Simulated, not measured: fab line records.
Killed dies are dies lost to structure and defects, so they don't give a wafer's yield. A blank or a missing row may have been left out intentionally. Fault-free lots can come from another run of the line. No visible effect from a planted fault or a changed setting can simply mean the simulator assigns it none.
Which tool is to blame?	flow gf180mcu	39 wafers sampled from 13 lots at 1 step of a route of 602

== WHAT EACH GAUGE READ, for each wafer ==
GF_V3_BOW_MEAS_05. Usual: V3_BOW gives 116 um (standard deviation 7).
lot	measured	on	V3_BOW (um)	flag
L488	day 21 06:10	filmMetro-01	122 128 123	
L489	day 21 19:08	filmMetro-01	116 112 123	
L491	day 22 12:41	filmMetro-04	106 107 112	
L492	day 23 08:57	filmMetro-04	111 113 107	
L495	day 24 11:29	filmMetro-01	115 113 121	
L496	day 24 12:50	filmMetro-04	113 116 117	
L497	day 24 20:19	filmMetro-02	112 117 119	
L498	day 25 02:29	filmMetro-04	123 113 116	
L501	day 26 01:40	filmMetro-01	127 117 126	
L502	day 26 14:18	filmMetro-04	114 105 103	
L508	day 28 02:45	filmMetro-04	125 113 118	
L509	day 28 09:44	filmMetro-02	117 112 111	
L511	day 28 19:38	filmMetro-04	110 108 113	

== TOOL THAT RAN EACH LOT (tool first, then ch and the chambers of the sampled wafers, then the start) ==
The record shows no process step preceding these readings.

== AS READ BY THE TOOLS THEMSELVES (means over the sampled wafers that have a number; for cases with no such wafer, the mark the record gives instead) ==
The record holds no such reading with a usual standard deviation.

== THE ANSWER, worked out from the rows above alone ==
Rule: a lot counts as off when the mean over its wafers that have a number is more than 3 standard deviations away from the usual mean. Also off: a lot with no number at a reading for which 4 or more lots have one. Where the step has rows for the other lots, those lots are counted as sound. Order of review: gauges by route order, followed by the tools' own readings, for which a lot's mean as printed above is used. At the first step where some lot is off, the reading lying furthest off is the one used; lots without a number count as furthest.
None of the lots is off at any reading shown; this tells nothing.

== WHAT WAS PUT IN BY THE SIMULATOR ==
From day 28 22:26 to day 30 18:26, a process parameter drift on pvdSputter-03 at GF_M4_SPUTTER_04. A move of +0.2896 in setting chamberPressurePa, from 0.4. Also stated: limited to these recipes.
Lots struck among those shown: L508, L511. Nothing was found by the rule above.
